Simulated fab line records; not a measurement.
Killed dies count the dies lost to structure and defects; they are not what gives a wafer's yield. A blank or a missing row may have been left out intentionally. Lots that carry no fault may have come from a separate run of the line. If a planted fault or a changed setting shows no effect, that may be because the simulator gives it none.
fab line records	flow sky130
record lots=6	wafers=18	lastDay=50
route steps=708 shown PWDE@55 NWELL@56
lots that met no fault: taken from a fault-free run of the same line
startH: start of the lot's first displayed wafer, in hours after the record's first day	waitH: time in hours since the lot's previous step	" unchanged from the row above	L1.1+2: several wafers, shown together as one row	- value missing, or start not given	* or withheld: withheld	< > ~ a bound
route shown NAME@n: names a module that has steps shown in the file, with the first one's number in the route	usual: mean/standard deviation of fault-free wafers	same: alike in all rows	chamber/n: place in a boat	sites: each site's reading	_std_site: the standard deviation of these	_edge_site: the outer-site mean with the inner-site mean subtracted	radiusMm: for every site, how far away it sits from the centre of the wafer	mask NAME#n: copy n	behind: the last tool/chamber to shape the wafer	hold: why the lot was held/for how many hours/how that ended	device: the transistor (n, p or np) that didn't switch	end of line: the route-end tests of the same wafers	a step given without rows: its recipe and nothing more	killed: the dies lost at the first sort to structure and to defects; this is not the yield of the wafer	map: shows each die of a wafer: x if killed, . if not, _ if none is there
set.NAME: the setting the step ran with; set.NAME@STEP: the setting that earlier step ran with	model.NAME: the simulator's own value behind a step, which no gauge read
lots at some steps of the route; a table a step, a row a wafer
services: when a tool's chamber went out of use (startH, in hours from the record's first day, below 0 if earlier), for how many hours, and the reason
## steps
# step SKY_PWDE_TW_MEAS_10
# usual PWDE_TW=374.3/1.8
lot.wafer	tool	chamber	startH	waitH	PWDE_TW
L736.2	filmMetro-03	-	81.07	0.1	373.5
L736.3	"	-	"	"	371.9
L736.5	"	-	"	"	375.0
L737.1	filmMetro-01	-	88.16	0.1	371.8
L737.4	"	-	"	"	373.1
L737.5	"	-	"	"	371.7
L745.3	filmMetro-01	-	133.28	0.1	375.1
L745.5	"	-	"	"	375.5
L745.6	"	-	"	"	376.4
L746.2	filmMetro-03	-	136.30	0.1	375.4
L746.5	"	-	"	"	373.9
L746.6	"	-	"	"	372.6
L752.2	filmMetro-01	-	171.20	0.1	374.1
L752.4	"	-	"	"	374.9
L752.5	"	-	"	"	376.8
L756.1	filmMetro-02	-	197.79	0.1	375.0
L756.4	"	-	"	"	375.0
L756.6	"	-	"	"	374.8
# step SKY_NWELL_DEHYDRATE_03
# recipe tempC=200	timeS=60
# step SKY_NWELL_HMDS_04
# recipe primeTimeS=60	primeTempC=120
# step SKY_NWELL_COAT_05
# recipe spinRpm=2000	resistThkNm=3000
# step SKY_NWELL_SOFTBAKE_06
# recipe tempC=110	timeS=withheld
# step SKY_NWELL_EXPOSE_07
# recipe maskId=NWM	na=0.6	sourceShape=conventional	sigmaOuter=0.6	polarization=unpolarized	targetCdNm=840	doseMj=255
# step SKY_NWELL_PEB_08
# recipe tempC=115	timeS=withheld
# step SKY_NWELL_DEVELOP_09
# recipe wallAngleDeg=90	developer=TMAH	developTimeS=60	devTempC=23
# step SKY_NWELL_OVL_MEAS_10
# usual NWELL_00_OVL=-0.7/1.5
lot.wafer	tool	chamber	startH	waitH	NWELL_00_OVL[nm]
L736.2	overlay-02	-	97.88	-	-1.9
L736.3	"	-	"	"	-2.7
L736.5	"	-	"	"	-1.4
L737.1	overlay-02	-	104.81	-	0.2
L737.4	"	-	"	"	0.1
L737.5	"	-	"	"	0.1
L745.3	overlay-02	-	151.80	-	0.4
L745.5	"	-	"	"	1.1
L745.6	"	-	"	"	1.7
L746.2	overlay-02	-	155.50	-	0.2
L746.5	"	-	"	"	-0.8
L746.6	"	-	"	"	1.1
L752.2	overlay-01	-	192.51	-	0.0
L752.4	"	-	"	"	0.3
L752.5	"	-	"	"	0.9
L756.1	overlay-01	-	219.86	-	-4.1
L756.4	"	-	"	"	-3.5
L756.6	"	-	"	"	-4.9
# step SKY_NWELL_IMPLANT_11
# recipe species=P	energyKev=400	doseCm2=1.9e+13	tiltDeg=withheld
# step SKY_NWELL_IMPLANT_12
# recipe species=P	energyKev=120	doseCm2=1.3e+12	tiltDeg=withheld
# step SKY_NWELL_IMPLANT_13
# recipe species=P	energyKev=50	doseCm2=7e+11	tiltDeg=withheld
# step SKY_NWELL_STRIP_14
# recipe chemistry=O2/N2	powerW=1400	pressureMtorr=1500	platenTempC=withheld	o2FlowSccm=3000	n2FlowSccm=300	overashFraction=0.5
# usual chamberPressureMTorr=1499.8/1.2	drypumpMotorCurrentA=5.5/0.47	oesProductAu=0.723/0.0045	stripTimeToEndpointS=36.87/0.1
lot.wafer	tool	chamber	startH	waitH	chamberPressureMTorr	drypumpMotorCurrentA	oesProductAu	rfHoursCounterH	stripTimeToEndpointS	model.coat_of_NWELL_COAT_05.thkNm
L736.2	plasmaAsher-03	0	98.36	0.1	1497.8	5.4	0.725	28	36.78	0
L736.3	"	0	"	"	1498.2	5.4	0.718	-	36.78	0
L736.5	"	0	"	"	1498.0	5.4	0.713	-	36.85	0
L737.1	plasmaAsher-02	1	105.29	0.1	1501.4	5.4	0.726	43	37.00	0
L737.4	"	0	"	"	1498.6	5.3	0.720	-	37.02	0
L737.5	"	1	"	"	1497.0	5.4	0.727	-	37.04	0
L745.3	plasmaAsher-03	0	152.31	0.1	-	-	-	-	-	2994
L745.5	"	1	"	"	-	-	-	-	-	2988
L745.6	"	0	"	"	-	-	-	-	-	2985
L746.2	plasmaAsher-03	1	155.98	0.1	-	-	-	-	-	3009
L746.5	"	0	"	"	-	-	-	-	-	3000
L746.6	"	1	"	"	-	-	-	-	-	3002
L752.2	plasmaAsher-02	1	192.99	0.1	1501.6	5.4	0.717	7	36.80	0
L752.4	"	1	"	"	1500.1	5.4	0.728	-	36.77	0
L752.5	"	1	"	"	1498.6	5.4	0.712	-	36.85	0
L756.1	plasmaAsher-03	1	220.34	0.1	1498.5	5.8	0.722	40	36.69	0
L756.4	"	1	"	"	1498.8	5.8	0.729	-	36.74	0
L756.6	"	0	"	"	1500.5	5.4	0.720	-	36.73	0
# step SKY_NWELL_TW_MEAS_15
# usual NWELL_TW=1823/7.2
lot.wafer	tool	chamber	startH	waitH	NWELL_TW
L736.2	filmMetro-01	-	98.47	0.1	1816
L736.3	"	-	"	"	1831
L736.5	"	-	"	"	1814
L737.1	filmMetro-01	-	105.39	0.1	1832
L737.4	"	-	"	"	1834
L737.5	"	-	"	"	1829
L745.3	filmMetro-02	-	152.40	0.1	1822
L745.5	"	-	"	"	1828
L745.6	"	-	"	"	1816
L746.2	filmMetro-01	-	156.09	0.1	1825
L746.5	"	-	"	"	1824
L746.6	"	-	"	"	1823
L752.2	filmMetro-02	-	193.10	0.1	1817
L752.4	"	-	"	"	1812
L752.5	"	-	"	"	1804
L756.1	filmMetro-01	-	220.44	0.1	1836
L756.4	"	-	"	"	1841
L756.6	"	-	"	"	1837
# step SKY_NWELL_DEHYDRATE_16
# recipe tempC=200	timeS=60
# step SKY_NWELL_HMDS_17
# recipe primeTimeS=60	primeTempC=120
# step SKY_NWELL_COAT_18
# recipe spinRpm=2000	resistThkNm=3000
# step SKY_NWELL_SOFTBAKE_19
# recipe tempC=110	timeS=withheld
# step SKY_NWELL_EXPOSE_20
# recipe maskId=NWM_COMPLEMENT	na=0.6	sourceShape=conventional	sigmaOuter=0.6	polarization=unpolarized	targetCdNm=840	doseMj=260
# step SKY_NWELL_PEB_21
# recipe tempC=115	timeS=withheld
# step SKY_NWELL_DEVELOP_22
# recipe wallAngleDeg=90	developer=TMAH	developTimeS=60	devTempC=23
# step SKY_NWELL_OVL_MEAS_23
# usual NWELL_01_OVL=0.9/1.6
lot.wafer	tool	chamber	startH	waitH	NWELL_01_OVL[nm]
L736.2	overlay-02	-	115.81	-	1.5
L736.3	"	-	"	"	2.8
L736.5	"	-	"	"	2.7
L737.1	overlay-01	-	123.04	-	0.7
L737.4	"	-	"	"	-0.8
L737.5	"	-	"	"	1.0
L745.3	overlay-01	-	172.60	-	-0.2
L745.5	"	-	"	"	0.1
L745.6	"	-	"	"	-3.2
L746.2	overlay-02	-	176.08	-	1.7
L746.5	"	-	"	"	0.9
L746.6	"	-	"	"	2.0
L752.2	overlay-01	-	215.43	-	-0.7
L752.4	"	-	"	"	1.5
L752.5	"	-	"	"	-0.2
L756.1	overlay-02	-	243.82	-	1.1
L756.4	"	-	"	"	1.8
L756.6	"	-	"	"	-0.3
# step SKY_NWELL_IMPLANT_24
# recipe species=B	energyKev=140	doseCm2=9.2e+12	tiltDeg=withheld
# step SKY_NWELL_STRIP_25
# recipe chemistry=O2/N2	powerW=1400	pressureMtorr=1500	platenTempC=withheld	o2FlowSccm=3000	n2FlowSccm=300	overashFraction=0.5
# usual chamberPressureMTorr=1500.0/1.3	drypumpMotorCurrentA=5.5/0.43	oesProductAu=0.722/0.0044	stripTimeToEndpointS=36.88/0.096
lot.wafer	tool	chamber	startH	waitH	chamberPressureMTorr	drypumpMotorCurrentA	oesProductAu	rfHoursCounterH	stripTimeToEndpointS
L736.2	plasmaAsher-03	1	115.99	0.1	1500.2	5.8	0.717	30	37.16
L736.3	"	1	"	"	1500.2	5.7	0.727	-	37.05
L736.5	"	0	"	"	1499.8	5.4	0.735	-	36.99
L737.1	plasmaAsher-03	0	123.23	0.1	1499.0	5.4	0.729	31	36.98
L737.4	"	0	"	"	1503.1	5.3	0.721	-	36.91
L737.5	"	1	"	"	1499.1	5.8	0.716	-	36.81
L745.3	plasmaAsher-01	1	172.81	0.1	1499.5	6.2	0.740	-	81.08
L745.5	"	1	"	"	1499.3	6.2	0.746	-	81.05
L745.6	"	0	"	"	1498.9	4.8	0.735	-	80.95
L746.2	plasmaAsher-02	1	176.26	0.1	1499.8	5.4	0.734	5	81.27
L746.5	"	1	"	"	1501.3	5.4	0.749	-	81.18
L746.6	"	0	"	"	1500.7	5.3	0.741	-	81.19
L752.2	plasmaAsher-01	1	215.61	0.1	1498.3	6.2	0.719	53	36.86
L752.4	"	1	"	"	1500.8	6.2	0.719	-	36.85
L752.5	"	0	"	"	1499.3	4.8	0.713	-	36.84
L756.1	plasmaAsher-01	0	244.01	0.1	1502.0	4.8	0.725	56	36.94
L756.4	"	1	"	"	1498.9	6.3	0.719	-	37.00
L756.6	"	1	"	"	1501.1	6.3	0.729	-	36.91
# step SKY_NWELL_TW_MEAS_26
# usual NWELL_2_TW=499/3.5
lot.wafer	tool	chamber	startH	waitH	NWELL_2_TW
L736.2	filmMetro-02	-	116.10	0.1	498
L736.3	"	-	"	"	497
L736.5	"	-	"	"	499
L737.1	filmMetro-02	-	123.33	0.1	499
L737.4	"	-	"	"	499
L737.5	"	-	"	"	494
L745.3	filmMetro-02	-	172.90	0.1	30
L745.5	"	-	"	"	30
L745.6	"	-	"	"	30
L746.2	filmMetro-01	-	176.37	0.1	30
L746.5	"	-	"	"	30
L746.6	"	-	"	"	30
L752.2	filmMetro-01	-	215.72	0.1	500
L752.4	"	-	"	"	500
L752.5	"	-	"	"	498
L756.1	filmMetro-02	-	244.11	0.1	498
L756.4	"	-	"	"	495
L756.6	"	-	"	"	497
# step SKY_NWELL_CLEAN_27
# recipe chemistry=SC1/SC2	mix=1:4:20	tempC=70	timeS=150	dry=n2Spin
## services
tool	chamber	startH	hours	kind
plasmaAsher-03	-	80.11	11.8	repair
plasmaAsher-02	-	108.78	9.0	pm
plasmaAsher-02	0	108.78	9.0	ventCycle
plasmaAsher-02	1	108.78	9.0	ventCycle
plasmaAsher-02	0	117.78	-	clean
plasmaAsher-02	1	117.78	-	clean
plasmaAsher-03	-	147.20	1.1	repair
plasmaAsher-01	-	152.22	0.9	repair
plasmaAsher-01	-	160.19	0.6	repair
## key
firstSign step=SKY_NWELL_STRIP_14	reading=toolRecord	direction=missing
effect step=SKY_NWELL_STRIP_25	reading=stripTimeToEndpointS	direction=up	sigmas=99+	usual=*	struck=*
effect step=SKY_NWELL_TW_MEAS_26	reading=NWELL_2_TW	direction=down	sigmas=99+	usual=499	struck=30
modelEffect step=SKY_NWELL_STRIP_14	value=coat_of_NWELL_COAT_05.thkNm	without=0	struck=2996
metAt SKY_NWELL_STRIP_14
struckWafers L745.3,L745.5,L745.6,L746.2,L746.5,L746.6
sortLeftOut L745.3,L745.5,L745.6,L746.2,L746.5,L746.6
testerLeftOut L745,L746
onsetBetween 98.36 152.31
fault kind=skippedStepWhole	tool=plasmaAsher-03	chamber=-	onsetH=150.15	steps=SKY_NWELL_STRIP_14	scope=struckLotsOnly
# testerLeftOut: of these lots the tester's yield and bins aren't shown, on N5 and GAA mostly nor the transistor test; their killed dies are dies lost to structure and defects alone, not to doping, threshold or leakage, so they don't give the yield
# sortLeftOut: the simulated sort isn't trusted on such a fault, so these wafers' sort isn't shown, and their yield isn't known
